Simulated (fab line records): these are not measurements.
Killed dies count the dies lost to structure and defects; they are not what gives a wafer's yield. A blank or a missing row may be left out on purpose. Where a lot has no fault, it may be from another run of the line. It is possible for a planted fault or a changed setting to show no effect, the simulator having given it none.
The tool behind it: which one? :: flow sky130 :: 6 lots, 18 wafers sampled, at 3 steps of a route of 708

== WHAT THE GAUGES SHOWED, per wafer ==
SKY_VT_ADJUST_NCORE_TW_MEAS_11.
lot: L957
measured: day 9 09:52
on: film metro-03
VT_ADJUST_NCORE_TW: 220.9 221.2 221.2

lot: L959
measured: day 10 03:49
on: film metro-02
VT_ADJUST_NCORE_TW: 222.6 223.1 221.8

lot: L962
measured: day 11 01:44
on: film metro-03
VT_ADJUST_NCORE_TW: 221.3 220.4 222.1

lot: L966
measured: day 12 03:06
on: film metro-04
VT_ADJUST_NCORE_TW: 218.9 219.0 218.8

lot: L968
measured: day 12 16:49
on: film metro-02
VT_ADJUST_NCORE_TW: 222.1 221.9 222.0

lot: L975
measured: day 14 18:04
on: film metro-02
VT_ADJUST_NCORE_TW: 219.1 221.0 219.5

== WHAT TOOL EACH LOT RAN ON (gives the tool, then ch and the chambers of the sampled wafers, and finally the start) ==
lot: L957
SKY_VT_ADJUST_LVTN_STRIP_20: plasma asher-02 ch 0,1, day 8 11:22
SKY_VT_ADJUST_NCORE_STRIP_10: plasma asher-04 ch 0,1, day 9 09:46

lot: L959
SKY_VT_ADJUST_LVTN_STRIP_20: plasma asher-02 ch 0, day 9 05:08
SKY_VT_ADJUST_NCORE_STRIP_10: plasma asher-03 ch 0,1, day 10 03:43

lot: L962
SKY_VT_ADJUST_LVTN_STRIP_20: plasma asher-02 ch 0,1, day 10 02:08
SKY_VT_ADJUST_NCORE_STRIP_10: plasma asher-03 ch 0,1, day 11 01:38

lot: L966
SKY_VT_ADJUST_LVTN_STRIP_20: plasma asher-03 ch 0,1, day 11 03:25
SKY_VT_ADJUST_NCORE_STRIP_10: plasma asher-03 ch 0,1, day 12 03:00

lot: L968
SKY_VT_ADJUST_LVTN_STRIP_20: plasma asher-02 ch 1, day 11 16:29
SKY_VT_ADJUST_NCORE_STRIP_10: plasma asher-04 ch 0,1, day 12 16:43

lot: L975
SKY_VT_ADJUST_LVTN_STRIP_20: plasma asher-01 ch 0,1, day 13 15:44
SKY_VT_ADJUST_NCORE_STRIP_10: plasma asher-04 ch 0,1, day 14 17:58
- SKY_VT_ADJUST_LVTN_STRIP_20: strips in O2/N2.
- SKY_VT_ADJUST_NCORE_STRIP_10: strips in O2/N2.

== THE ANSWER, worked out from the rows above alone ==
Rule: what is usual is taken from the lots themselves. Put in order of their means at a reading, lots are off if they are a third of the lots or fewer, leave a main group of 4 or more, and stand apart from it by a gap of 3 or more times the standard deviation of the main group's means; of several such gaps the widest counts. A main group is skipped when, at the precision printed for the reading in the tables above, its means are all equal. A lot without any number at a reading at which 4 lots or more have one is off too. All remaining lots with rows at the step are treated as sound.
No lot is off at any reading shown: from this, nothing can be told.

== WHAT HAD BEEN PUT IN BY THE SIMULATOR ==
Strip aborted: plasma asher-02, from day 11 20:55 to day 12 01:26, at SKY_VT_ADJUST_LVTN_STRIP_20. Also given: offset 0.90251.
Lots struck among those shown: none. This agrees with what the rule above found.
